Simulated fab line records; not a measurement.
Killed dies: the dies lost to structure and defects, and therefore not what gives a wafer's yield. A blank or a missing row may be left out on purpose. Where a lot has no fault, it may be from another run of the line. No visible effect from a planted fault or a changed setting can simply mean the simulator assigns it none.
Matching of chambers :: flow sky130 :: cmp-02 running SKY_VIA4_CMP_21: 4 sister chambers
The step polishes, stops on SiO2, t overpolish 25 s, target thk 0 nm. 4 wafers are shown with their chamber, then 9 later ones without.

WAFERS, EACH WITH ITS CHAMBER
wafer: L523.2
chamber: 1
motorCurrentA (A): 10.9

wafer: L523.4
chamber: 0
motorCurrentA (A): 11.5

wafer: L525.6
chamber: 3
motorCurrentA (A): 9.8

wafer: L526.5
chamber: 2
motorCurrentA (A): 10.6

WAFERS WITHOUT THEIR CHAMBER
wafer: L538.2
motorCurrentA (A): 9.8

wafer: L538.3
motorCurrentA (A): 10.1

wafer: L538.4
motorCurrentA (A): 11.0

wafer: L539.1
motorCurrentA (A): 10.8

wafer: L539.2
motorCurrentA (A): 10.7

wafer: L539.4
motorCurrentA (A): 9.6

wafer: L540.1
motorCurrentA (A): 10.8

wafer: L540.4
motorCurrentA (A): 9.5

wafer: L540.6
motorCurrentA (A): 11.4

THE CHAMBER EACH PASSED THROUGH
wafer: L538.2
from the rows above: 3
in truth: 3

wafer: L538.3
from the rows above: can't be placed: 3 or 2
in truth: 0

wafer: L538.4
from the rows above: can't be placed: 1 or 2
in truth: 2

wafer: L539.1
from the rows above: can't be placed: 1 or 2
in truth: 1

wafer: L539.2
from the rows above: can't be placed: 2 or 1
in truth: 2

wafer: L539.4
from the rows above: 3
in truth: 3

wafer: L540.1
from the rows above: can't be placed: 1 or 2
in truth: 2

wafer: L540.4
from the rows above: 3
in truth: 3

wafer: L540.6
from the rows above: 0
in truth: 0
Correctly placed: 4 of 9. Not placeable from these rows: 5 (in 4, the candidates include the true chamber). Number placed wrongly: 0.
How it was worked out, from the rows above alone: a wafer's distance from a chamber is the root of the sum, over the readings, of the square of ((its reading less the chamber's mean) divided by the reading's scatter). The wafer belongs to the nearest chamber; if the next one is less than 2 further off, it can't be placed. For every chamber, the mean is computed from those of its wafers that are shown. The scatter (one wafer shown for each chamber): square how far every hidden wafer sits from the nearest shown wafer, average those squares and take the square root.
